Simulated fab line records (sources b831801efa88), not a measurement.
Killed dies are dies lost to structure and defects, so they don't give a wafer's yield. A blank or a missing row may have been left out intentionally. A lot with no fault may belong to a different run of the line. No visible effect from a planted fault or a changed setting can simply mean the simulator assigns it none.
Which of the tools did it? || flow gf180mcu || 6 lots with 18 wafers sampled at 4 steps, on a route of 602 steps

## WHAT EACH GAUGE READ, for each wafer
GF_PSD_RS_MEAS_14: uses a four-point probe to measure.
{"lot": "L276", "measured": "day 15 04:01", "on": "filmMetro-02", "NSD_RS (ohm/sq)": "46.06 46.04 46.15"}
{"lot": "L285", "measured": "day 18 03:40", "on": "filmMetro-03", "NSD_RS (ohm/sq)": "48.23 48.29 48.28"}
{"lot": "L291", "measured": "day 20 08:04", "on": "filmMetro-02", "NSD_RS (ohm/sq)": "46.15 46.24 46.21"}
{"lot": "L293", "measured": "day 20 17:49", "on": "filmMetro-03", "NSD_RS (ohm/sq)": "46.10 46.24 46.01"}
{"lot": "L295", "measured": "day 21 16:00", "on": "filmMetro-03", "NSD_RS (ohm/sq)": "46.25 46.25 46.23"}
{"lot": "L297", "measured": "day 22 00:44", "on": "filmMetro-01", "NSD_RS (ohm/sq)": "46.19 46.31 46.14"}

## WHICH TOOL RAN EACH LOT (tool, then ch and the chambers of the sampled wafers, then the start)
{"lot": "L276", "GF_HV_LDD_STRIP_37": "plasmaAsher-01 ch 0,1, day 12 10:13", "GF_NSD_IMPLANT_10": "implanter-01 ch 0, day 14 06:34", "GF_NSD_STRIP_11": "plasmaAsher-03 ch 1, day 14 06:43"}
{"lot": "L285", "GF_HV_LDD_STRIP_37": "plasmaAsher-01 ch 0,1, day 15 03:53", "GF_NSD_IMPLANT_10": "implanter-02 ch 0, day 17 04:16", "GF_NSD_STRIP_11": "plasmaAsher-03 ch 0,1, day 17 04:23"}
{"lot": "L291", "GF_HV_LDD_STRIP_37": "plasmaAsher-04 ch 0, day 17 05:17", "GF_NSD_IMPLANT_10": "implanter-03 ch 0, day 19 07:04", "GF_NSD_STRIP_11": "plasmaAsher-04 ch 0,1, day 19 07:13"}
{"lot": "L293", "GF_HV_LDD_STRIP_37": "plasmaAsher-04 ch 0,1, day 17 16:04", "GF_NSD_IMPLANT_10": "implanter-01 ch 0, day 19 17:46", "GF_NSD_STRIP_11": "plasmaAsher-02 ch 0,1, day 19 17:55"}
{"lot": "L295", "GF_HV_LDD_STRIP_37": "plasmaAsher-01 ch 0,1, day 18 11:02", "GF_NSD_IMPLANT_10": "implanter-01 ch 0, day 20 15:52", "GF_NSD_STRIP_11": "plasmaAsher-02 ch 1, day 20 16:01"}
{"lot": "L297", "GF_HV_LDD_STRIP_37": "plasmaAsher-01 ch 0,1, day 18 21:19", "GF_NSD_IMPLANT_10": "implanter-02 ch 0, day 21 00:43", "GF_NSD_STRIP_11": "plasmaAsher-03 ch 0,1, day 21 00:50"}
- GF_HV_LDD_STRIP_37: strips in O2/N2.
- GF_NSD_IMPLANT_10
- GF_NSD_STRIP_11: strips in O2/N2.

## THE ANSWER, worked out from the rows above alone
Rule: usual is defined by the lots themselves. The widest of any qualifying gaps counts: lots, ordered by their means at a reading, are off when they make up no more than a third of the lots, leave a main group of 4 or more, and stand apart from it by 3 or more times the standard deviation of that group's means. A main group is skipped when, at the precision printed for the reading in the tables above, its means are all equal. Also off: a lot with no number at a reading for which 4 or more lots have one. The other lots that the step has rows for count as sound.
Off: L285, seen at GF_PSD_RS_MEAS_14 (NSD_RS). The main group has a mean of 46.17 ohm/sq with a standard deviation of 0.061.
A tool fits if, at a process step before that reading, it ran every lot that is off, and no sound lot after the first of them. Gauges at GF_PSD_RS_MEAS_14: tried the same way as those tools. Not one of the candidates tried fits.

## WHAT THE SIMULATOR PUT IN
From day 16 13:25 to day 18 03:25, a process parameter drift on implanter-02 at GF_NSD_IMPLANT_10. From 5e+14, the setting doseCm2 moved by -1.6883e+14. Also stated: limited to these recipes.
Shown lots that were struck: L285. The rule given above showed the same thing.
